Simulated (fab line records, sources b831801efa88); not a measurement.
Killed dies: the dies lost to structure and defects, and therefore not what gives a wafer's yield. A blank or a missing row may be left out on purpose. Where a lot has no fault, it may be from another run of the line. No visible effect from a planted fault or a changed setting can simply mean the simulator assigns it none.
Which tool is to blame? + flow gf180mcu + 20 wafers sampled from 7 lots at 1 step of a route of 602

WHAT THE GAUGES READ, wafer by wafer
GF_HV_LDD_TW_MEAS_38.
| lot  | measured     | on            | HV_LDD_3_TW    |
|------|--------------|---------------|----------------|
| L688 | day 11 19:01 | film-metro-01 | 1449 1448 1444 |
| L691 | day 12 20:37 | film-metro-01 | 1454 1443 1443 |
| L693 | day 13 15:18 | film-metro-03 | 1439 1435 1437 |
| L695 | day 14 06:37 | film-metro-03 | 1442 1448 1450 |
| L703 | day 16 21:05 | film-metro-03 | 1423 1427      |
| L708 | day 18 12:08 | film-metro-04 | 1434 1431 1439 |
| L710 | day 19 00:28 | film-metro-03 | 1440 1440 1432 |

EACH LOT AND THE TOOL THAT RAN IT (in order: tool; ch and the chambers of the sampled wafers; start)
Record: no process step prior to these readings.

THE ANSWER, worked out from the rows above alone
Rule: the lots themselves supply what counts as usual. The widest of any qualifying gaps counts: lots, ordered by their means at a reading, are off when they make up no more than a third of the lots, leave a main group of 4 or more, and stand apart from it by 3 or more times the standard deviation of that group's means. Not used: any main group whose means are identical at the precision the tables above print for the reading. Also off: a lot with no number at a reading for which 4 or more lots have one. Where the step has rows for the other lots, those lots are counted as sound.
Across all readings shown, no lot is off: no conclusion can be drawn from this.

WHAT HAD BEEN PUT IN BY THE SIMULATOR
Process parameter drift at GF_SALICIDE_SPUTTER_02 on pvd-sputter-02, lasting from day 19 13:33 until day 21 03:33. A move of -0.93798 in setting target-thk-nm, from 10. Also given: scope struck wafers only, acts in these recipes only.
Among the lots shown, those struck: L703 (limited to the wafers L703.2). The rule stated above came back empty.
